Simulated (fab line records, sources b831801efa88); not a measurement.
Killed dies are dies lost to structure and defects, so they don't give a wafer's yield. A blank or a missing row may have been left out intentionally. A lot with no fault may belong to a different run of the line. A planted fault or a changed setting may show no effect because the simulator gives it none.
Chamber matching    flow gf180mcu    rie diel-03 running GF_V1_ETCH_16: 4 sister chambers
The step etches BARC in N2/H2. 24 wafers are shown with their chamber, then 12 later ones without.

== WAFERS PAIRED WITH THEIR CHAMBERS ==
wafer   chamber  drypump motor current A (A)  oes product au (a.u.)  throttle valve pct (%)
L075.4  2        5.5                          0.848                  13.215
L075.5  2        5.5                          0.854                  13.241
L075.6  3        5.8                          0.854                  13.244
L076.2  2        5.5                          0.857                  13.221
L076.3  0        5.7                          0.854                  13.236
L076.5  3        5.8                          0.856                  13.227
L080.2  3        5.7                          0.852                  13.230
L080.5  0        5.7                          0.862                  13.226
L080.6  1        5.3                          0.851                  13.236
L082.1  1        5.2                          0.862                  13.222
L082.2  2        5.4                          0.859                  13.236
L082.5  3        5.7                          0.861                  13.213
L083.2  1        5.3                          0.849                  13.235
L083.3  3        5.8                          0.848                  13.217
L083.6  3        5.8                          0.857                  13.223
L084.1  3        5.8                          0.857                  13.229
L084.2  1        5.2                          0.857                  13.224
L084.3  0        5.7                          0.851                  13.213
L085.3  2        5.4                          0.849                  13.225
L085.5  3        5.8                          0.857                  13.234
L085.6  2        5.5                          0.844                  13.236
L086.1  2        5.5                          0.852                  13.220
L086.2  3        5.8                          0.861                  13.239
L086.4  1        5.3                          0.848                  13.226

SIGNATURES, as means of the wafers listed above
reading                  chamber 0  chamber 1  chamber 2  chamber 3  scatter within a chamber
drypump motor current A  5.700      5.260      5.471      5.778      0.0457
oes product au           0.85567    0.85340    0.85186    0.85589    0.00505
throttle valve pct       13.22500   13.22860   13.22771   13.22844   0.00951
Rule: a wafer lies at a distance from a chamber equal to the root of the sum of squares, over the readings, of (its reading less the chamber's mean, divided by the reading's scatter). If the next closest chamber is less than 2 further off than the closest, the wafer can't be placed; otherwise it belongs to the closest. The scatter: take each reading less its chamber's mean, square it, sum over the shown wafers, divide by the number of wafers less the number of chambers, and take the root.

== WAFERS MISSING THEIR CHAMBER ==
wafer   drypump motor current A (A)  oes product au (a.u.)  throttle valve pct (%)
L089.1  5.4                          0.857                  13.228
L089.2  5.7                          0.853                  13.224
L089.3  5.2                          0.846                  13.231
L093.2  5.7                          0.847                  13.217
L093.4  5.2                          0.850                  13.198
L093.5  5.6                          0.851                  13.230
L094.2  5.7                          0.858                  13.223
L094.5  5.8                          0.856                  13.205
L094.6  5.7                          0.856                  13.222
L097.1  5.4                          0.853                  13.223
L097.5  5.7                          0.855                  13.214
L097.6  5.5                          0.852                  13.229

== THE CHAMBER EACH PASSED THROUGH ==
wafer   from the rows above           in truth
L089.1  can't be placed: 2 or 1       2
L089.2  can't be placed: 0 or 3       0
L089.3  1                             1
L093.2  can't be placed: 0 or 3       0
L093.4  1                             1
L093.5  can't be placed: 0 or 2 or 3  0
L094.2  can't be placed: 0 or 3       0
L094.5  can't be placed: 3 or 0       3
L094.6  can't be placed: 0 or 3       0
L097.1  can't be placed: 2 or 1       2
L097.5  can't be placed: 0 or 3       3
L097.6  2                             2
Correctly placed: 3 of 12. From these rows, 9 cannot be placed; in 9 the true chamber is one of the candidates. Placed wrongly: 0.
